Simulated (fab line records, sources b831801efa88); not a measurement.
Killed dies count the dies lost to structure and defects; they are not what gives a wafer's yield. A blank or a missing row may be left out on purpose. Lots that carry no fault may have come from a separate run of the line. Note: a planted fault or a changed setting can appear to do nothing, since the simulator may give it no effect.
Code-filled problem report in 8D (eight disciplines) form	flow sky130	the parts of the form that need people (team, actions taken, sign-off) are left out

1. THE PROBLEM
Mean of cd-nm at SKY_METAL4_CD_MEAS_13: 174.2 nm across 6 wafers in 2 lots; on wafers with no fault it is 300.3 nm (standard deviation 1.3). Relative to the usual mean, that is a shift of -97 standard deviations.
The step: target cd 300 nm.
First observed at day 46 16:38: wafer L640.3, on cd-sem-01. The record holds 38 wafers of 13 lots with a number at this step. By rule, "out" or "out of limits" means more than 4 standard deviations away from the usual mean. The other wafers with a number count as sound.

2. WHAT THIS IS AND IS NOT
question	is	is not
which readings at this step	cd-nm	-
which lots	L640, L641	L621, L625, L626, L628, L633, L634, L636, L637, L642, L643, L644
which wafers of those lots	all that have a number	-
read on which gauges	cd-sem-01, cd-sem-02	-
when	from day 46 16:38	up to then (23 sound wafers); but 9 sound wafers of L642, L643, L644 came after

3. SUSPECTS, AND WHAT RULES EACH OUT
Counting: a tool stays on the suspect list if, at a process step up to the reading, it processed all lots that are out and no sound lot following the first of them.
- the gauge at SKY_METAL4_CD_MEAS_13 is ruled out. 2 gauges (cd-sem-01, cd-sem-02) read the wafers that are out.
- krf-scanner-01 at SKY_METAL4_EXPOSE_10 (exposes mask MM4, target cd 300 nm): kept. It ran every lot that is out, first L640 (day 46 07:32), and no sound lot after that; its last sound lot up to then is L637 (day 45 22:31).
Left after counting: krf-scanner-01 at SKY_METAL4_EXPOSE_10.

4. THE CAUSE (what the simulator had put in)
Drift in process parameters on krf-scanner-01 at SKY_METAL4_EXPOSE_10, starting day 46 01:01. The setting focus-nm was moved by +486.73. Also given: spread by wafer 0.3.
The count eliminated every tool but this one.

5. THE EFFECT CHAIN, in route order
One row per reading whose mean, taken over the struck wafers that have a number, lies over 3 standard deviations from the usual. Scope: only readings with a usual standard deviation given in the record; hours: median across lots of the time from each lot's start at the first step in this table that gives one to its start at this step; sigmas: change in usual standard deviations.
hours	step	reading	usual	on struck wafers	change	sigmas
0	SKY_METAL4_CD_MEAS_13	cd-nm	300.3 nm	174.2	-126.1	-97
82	SKY_PAD_OPEN_PROBE_99	defect-limited-yield	82.6 %	12.8	-69.8	-39
82	SKY_PAD_OPEN_PROBE_99	killed_at_M4_up	3.0	344.7	+341.7	+99 or more
82	SKY_PAD_OPEN_PROBE_99	killed-dies	85	429	+344	+40
82	SKY_PAD_OPEN_PROBE_99	killed-on-rim	17	94	+77	+21
It contains these process steps:
- SKY_PAD_OPEN_PROBE_99

6. WHAT WOULD HAVE CAUGHT IT SOONER
In this record the first reading out of limits at a measuring or inspecting step was taken at day 46 16:38, 16 hours after the fault began at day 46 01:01.
All the lots that are out (2) had begun SKY_METAL4_EXPOSE_10 on krf-scanner-01 by day 46 16:38. A hold on the tool at that time would have spared none of them.
